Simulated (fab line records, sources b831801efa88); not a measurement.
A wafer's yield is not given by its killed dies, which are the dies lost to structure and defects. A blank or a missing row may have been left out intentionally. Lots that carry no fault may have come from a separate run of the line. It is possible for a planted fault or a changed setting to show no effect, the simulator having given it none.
The tool behind it: which one? | flow gf180mcu | 15 lots, 45 wafers sampled, at 2 steps of a route of 602

== WHAT THE GAUGES READ, wafer by wafer ==
GF_SALICIDE_RS_MEAS_04: measures by four-point-probe. Usual: SALICIDE_TIN_RS typically reads 16.4 ohm/sq, with standard deviation 0.32.
lot  | measured     | on            | SALICIDE_TIN_RS (ohm/sq) | flag
L775 | day 15 00:54 | film_metro-03 | 16.3 16.1 16.2           |
L776 | day 15 09:29 | film_metro-02 | 16.7 17.0 16.9           |
L777 | day 15 17:25 | film_metro-03 | 16.2 15.9 16.0           |
L778 | day 16 02:36 | film_metro-01 | 16.5 16.6 16.8           |
L779 | day 16 16:19 | film_metro-03 | 16.7 16.6 16.6           |
L780 | day 17 03:36 | film_metro-02 | 16.8 16.6 17.0           |
L781 | day 17 14:40 | film_metro-03 | 16.3 16.6 16.0           |
L782 | day 17 19:14 | film_metro-02 | 16.0 15.8 15.9           |
L783 | day 17 23:58 | film_metro-02 | 16.1 16.5 16.0           |
L786 | day 19 04:03 | film_metro-01 | 16.5 16.8 16.6           |
L787 | day 19 10:42 | film_metro-02 | 16.7 16.6 16.6           |
L788 | day 19 20:39 | film_metro-01 | 16.5 17.0 17.0           |
L796 | day 22 12:40 | film_metro-03 | 16.9 16.9 16.7           |
L797 | day 22 19:04 | film_metro-02 | 16.6 16.9 16.8           |
L798 | day 23 14:28 | film_metro-02 | 16.2 16.5 16.4           |

== WHICH TOOL RAN EACH LOT (tool, then ch and the chambers of the sampled wafers, then the start) ==
lot  | GF_SALICIDE_SPUTTER_02
L775 | pvd_sputter-01, day 15 00:49
L776 | pvd_sputter-01, day 15 09:24
L777 | pvd_sputter-01, day 15 17:22
L778 | pvd_sputter-03, day 16 02:32
L779 | pvd_sputter-01, day 16 16:16
L780 | pvd_sputter-04, day 17 03:31
L781 | pvd_sputter-04, day 17 14:37
L782 | pvd_sputter-01, day 17 19:09
L783 | pvd_sputter-04, day 17 23:55
L786 | pvd_sputter-03, day 19 04:00
L787 | pvd_sputter-04, day 19 10:38
L788 | pvd_sputter-04, day 19 20:36
L796 | pvd_sputter-01, day 22 12:37
L797 | pvd_sputter-01, day 22 18:59
L798 | pvd_sputter-01, day 23 14:24
- GF_SALICIDE_SPUTTER_02: material Co, target thk 10 nm, time 20 s.

== AS READ BY THE TOOLS THEMSELVES (means over the sampled wafers that have a number; for cases with no such wafer, the mark the record gives instead) ==
GF_SALICIDE_SPUTTER_02. Usual: throttle_valve_pct 30.0 %, standard deviation 1.1.
lot  | tool           | throttle_valve_pct (%) | flag
L775 | pvd_sputter-01 | 31.1                   |
L776 | pvd_sputter-01 | 30.8                   |
L777 | pvd_sputter-01 | 30.4                   |
L778 | pvd_sputter-03 | 29.4                   |
L779 | pvd_sputter-01 | 31.9                   |
L780 | pvd_sputter-04 | 29.0                   |
L781 | pvd_sputter-04 | 28.9                   |
L782 | pvd_sputter-01 | 30.8                   |
L783 | pvd_sputter-04 | 29.4                   |
L786 | pvd_sputter-03 | 29.7                   |
L787 | pvd_sputter-04 | 29.4                   |
L788 | pvd_sputter-04 | 29.3                   |
L796 | pvd_sputter-01 | 30.2                   |
L797 | pvd_sputter-01 | 30.2                   |
L798 | pvd_sputter-01 | 31.1                   |

== THE ANSWER, worked out from the rows above alone ==
Rule: take the mean of a lot's wafers that have a number; if it is more than 3 standard deviations from the usual mean, the lot is off. A lot without any number at a reading at which 4 lots or more have one is off too. Any other lot the step has rows for is counted as sound. The gauges are gone through in route order, then the tools' own readings, and for those a lot's mean is taken as printed above. The first step at which some lot is off is used, and at that step the reading that is off furthest; a lot without a number counts as furthest.
No lot is off at any reading shown: from this, nothing can be told.

== WHAT WAS PUT IN BY THE SIMULATOR ==
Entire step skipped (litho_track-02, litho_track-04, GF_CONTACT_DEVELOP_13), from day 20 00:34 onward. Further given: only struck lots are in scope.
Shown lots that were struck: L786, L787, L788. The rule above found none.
